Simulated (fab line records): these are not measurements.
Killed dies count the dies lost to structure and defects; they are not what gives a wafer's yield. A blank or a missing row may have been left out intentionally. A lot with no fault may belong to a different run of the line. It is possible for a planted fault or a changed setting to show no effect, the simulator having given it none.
Matching of chambers    flow gf180mcu    3 sister chambers for GF_V2_CVD_02 on pecvd-01
The step deposits SiO2 from TEOS, target thk 850 nm, time 94.851 s. 3 wafers are shown with their chamber, then 7 later ones without.

== WAFERS WITH THEIR CHAMBER ==
wafer   chamber  heater power w (W)
L082.3  1        695
L082.4  2        567
L082.5  0        625

== WAFERS WHOSE CHAMBER IS MISSING ==
wafer   heater power w (W)
L082.6  765
L088.4  757
L088.5  709
L088.6  593
L095.1  674
L095.4  729
L095.5  526

== WHICH CHAMBER EACH WENT THROUGH ==
wafer   from the rows above           in truth
L082.6  can't be placed: 1 or 0       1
L088.4  can't be placed: 1 or 0       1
L088.5  can't be placed: 1 or 0       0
L088.6  can't be placed: 2 or 0 or 1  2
L095.1  can't be placed: 1 or 0       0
L095.4  can't be placed: 1 or 0       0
L095.5  can't be placed: 2 or 0       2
Correct placement for 0 of the 7. Not placeable from these rows: 7 (in 7, the candidates include the true chamber). Wrongly placed: 0.
How it was worked out, from the rows above alone: a wafer's distance from a chamber is the root of the sum, over the readings, of the square of ((its reading less the chamber's mean) divided by the reading's scatter). The wafer belongs to the nearest chamber; if the next one is less than 2 further off, it can't be placed. For every chamber, the mean is computed from those of its wafers that are shown. The scatter (one wafer shown for each chamber): square how far every hidden wafer sits from the nearest shown wafer, average those squares and take the square root.
